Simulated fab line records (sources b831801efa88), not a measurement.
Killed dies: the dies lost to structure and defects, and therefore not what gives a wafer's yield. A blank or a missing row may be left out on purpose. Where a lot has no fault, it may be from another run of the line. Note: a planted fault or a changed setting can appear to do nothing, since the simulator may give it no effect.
Comparing a struck lot with a sound one || flow sfq line || 15 steps out of a route of 325
Sound: these wafers, L465.2, L465.3, L465.6. Struck: wafer L476.2. (L476.5, L476.6 of the same lot were not struck and are left out.) The cause comes at the end.
For every step that has rows: the tool of each side, followed by ch and its chambers, followed by its first start. Under that, the readings that differ: sound wafers || struck wafers || difference of the means || sigmas: that difference in standard deviations of wafers without a fault.
alike: words and numbers the same on both sides, and readings whose means are apart by under 2 such deviations; not compared: readings that were withheld, readings missing a value for some wafer, numbers with overlapping values and no deviation given by the record, and bounds like >300 which may hide the same value.
A row with sigmas, a row that says differs or no value, or rows on one side alone: a step with any of these is where the two part. Numbers that don't overlap but have no deviation are shown without sigmas and don't part them. A reading that every wafer of one side lacks parts them only if that side has two wafers or more.

SFQ_I5_OVL_MEAS_936:
  sound: overlay-01 at day 64 20:13; struck: overlay-02 at day 73 23:26
  alike: I5_OVL
SFQ_TRILAYER_I5_BARC_OPEN_VIA_ETCH_200: etches BARC in O2, target depth 125 nm, time 41.7 s.
  sound on rie diel-04 ch 1,2,3, day 64 20:14; struck on rie diel-04 ch 2, day 73 23:28
  alike: drypump motor current A, oes product au, rf fwd power W
  not compared: rf hours counter h
SFQ_TRILAYER_I5_ETCH_VIA_ETCH_147: etches the open film in CHF3, stops on Nb, target depth 360 nm.
  sound on rie diel-04 ch 1,2,3, day 64 20:17; struck on rie diel-04 ch 2, day 73 23:31
  alike: drypump motor current A, oes product au, rf fwd power W
SFQ_TRILAYER_I5_STRIP_STRIP_148: strips in O2.
  sound on rie metal-02 ch 0,1, day 64 20:26; struck on rie metal-03 ch 1, day 73 23:40
  alike: drypump motor current A, oes product au
  not compared: rf hours counter h
then, 7 steps without rows for these wafers: SFQ_TRILAYER_I5_STRIP_SOLV_CLEAN_149 (cleans in NMP, time 600 s); SFQ_TRILAYER_C5_LITHO_COAT_156 (resist thk 62 nm); SFQ_TRILAYER_C5_LITHO_COAT_151 (resist thk 650 nm); SFQ_TRILAYER_C5_LITHO_SOFTBAKE_155; SFQ_TRILAYER_C5_LITHO_EXPOSE_152 (exposes mask C5, target cd 500 nm); SFQ_TRILAYER_C5_LITHO_PEB_154 (peb time 60 s); SFQ_TRILAYER_C5_LITHO_DEVELOP_153 (time 60 s).
-- the record jumps here: 4 days lie between the struck wafers' starts before and after --
SFQ_C5_OVL_MEAS_937:
  sound: overlay-01 at day 65 05:56; struck: overlay-02 at day 77 20:35
  alike: C5_OVL
SFQ_TRILAYER_C5_BARC_OPEN_VIA_ETCH_210: etches BARC in O2, target depth 125 nm, time 41.7 s.
  sound on rie diel-02 ch 0,2,3, day 65 05:58; struck on rie diel-01 ch 3, day 77 20:37
  alike: drypump motor current A, oes product au, rf fwd power W
  not compared: rf hours counter h, model.KrF_of_TRILAYER_C5_LITHO_COAT_151.thk nm
SFQ_TRILAYER_C5_ETCH_VIA_ETCH_154: etches SiO2 in CHF3, stops on Nb, target depth 84 nm.
  sound on rie diel-02 ch 0,2,3, day 65 06:01; struck on rie diel-01 ch 3, day 77 20:39
  alike: drypump motor current A, oes product au, rf fwd power W
  not compared: model.KrF_of_TRILAYER_C5_LITHO_COAT_151.thk nm
SFQ_TRILAYER_C5_STRIP_STRIP_155: strips in O2.
  sound on rie metal-01 ch 0,1, day 65 06:03; struck on rie metal-01 ch 1, day 77 20:42
{"reading": "oes product au (a.u.)", "sound": "1.005 1.007 1.011", "struck": 1.024, "difference": "+0.016", "sigmas": "+2"}
  alike: drypump motor current A
  not compared: rf hours counter h

WHERE THEY PART
Only at SFQ_TRILAYER_C5_STRIP_STRIP_155, within this record.

WHY: what the simulator had put in
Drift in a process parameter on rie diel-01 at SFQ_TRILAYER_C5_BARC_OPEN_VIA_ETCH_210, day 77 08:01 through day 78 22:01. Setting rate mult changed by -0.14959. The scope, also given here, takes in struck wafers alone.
